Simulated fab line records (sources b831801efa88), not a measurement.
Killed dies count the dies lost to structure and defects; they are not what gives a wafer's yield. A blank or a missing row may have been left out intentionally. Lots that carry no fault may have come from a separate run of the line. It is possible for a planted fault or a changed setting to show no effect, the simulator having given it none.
Matching of chambers ; flow gf180mcu ; rie-diel-03 running GF_V2_ETCH_16: 4 sister chambers
The step etches BARC in N2/H2. 16 wafers are shown with their chamber, then 8 later ones without.

## EACH WAFER AND ITS CHAMBER
wafer;chamber;drypump-motor-current-A (A);throttle-valve-pct (%);oes-product-au (a.u.)
L075.1;3;4.9;13.217;0.857
L075.2;0;6.0;13.234;0.853
L075.4;2;5.9;13.234;0.856
L078.2;3;4.9;13.220;0.858
L078.5;2;5.9;13.230;0.858
L078.6;1;6.5;13.224;0.865
L079.1;0;6.0;13.232;0.855
L079.3;3;4.9;13.225;0.857
L079.4;1;6.5;13.234;0.854
L082.1;0;6.0;13.219;0.857
L082.2;2;5.9;13.238;0.853
L082.3;3;4.9;13.230;0.854
L085.2;1;6.6;13.236;0.849
L085.3;2;5.9;13.232;0.852
L085.4;0;6.0;13.233;0.853
L088.2;2;5.9;13.233;0.850

SIGNATURES (means of the wafers above)
reading;chamber 0;chamber 1;chamber 2;chamber 3;scatter within a chamber
drypump-motor-current-A;6.000;6.533;5.900;4.900;0.0236
throttle-valve-pct;13.22950;13.23133;13.23340;13.22300;0.00551
oes-product-au;0.85450;0.85600;0.85380;0.85650;0.00403
Rule: for a wafer and a chamber, the distance is found by dividing, reading by reading, the gap between the wafer's reading and the chamber's mean by the reading's scatter, squaring, summing and taking the root. The wafer belongs to the nearest chamber; if the next one is less than 2 further off, it can't be placed. The scatter: take each reading less its chamber's mean, square it, sum over the shown wafers, divide by the number of wafers less the number of chambers, and take the root.

## WAFERS WITH NO CHAMBER GIVEN
wafer;drypump-motor-current-A (A);throttle-valve-pct (%);oes-product-au (a.u.)
L088.3;6.0;13.228;0.847
L088.5;6.6;13.231;0.856
L092.3;6.6;13.229;0.852
L092.4;5.9;13.227;0.859
L092.6;6.0;13.231;0.841
L095.1;6.6;13.226;0.852
L095.3;6.0;13.228;0.850
L095.6;4.9;13.205;0.855

## EACH ONE'S CHAMBER
wafer;from the rows above;in truth
L088.3;0;0
L088.5;1;1
L092.3;1;1
L092.4;2;2
L092.6;can't be placed: 0 or 2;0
L095.1;1;1
L095.3;0;0
L095.6;3;3
7 of 8 placed correctly. Cannot be placed on the basis of these rows: 1; the candidates contain the true chamber in 1. 0 placed wrongly.
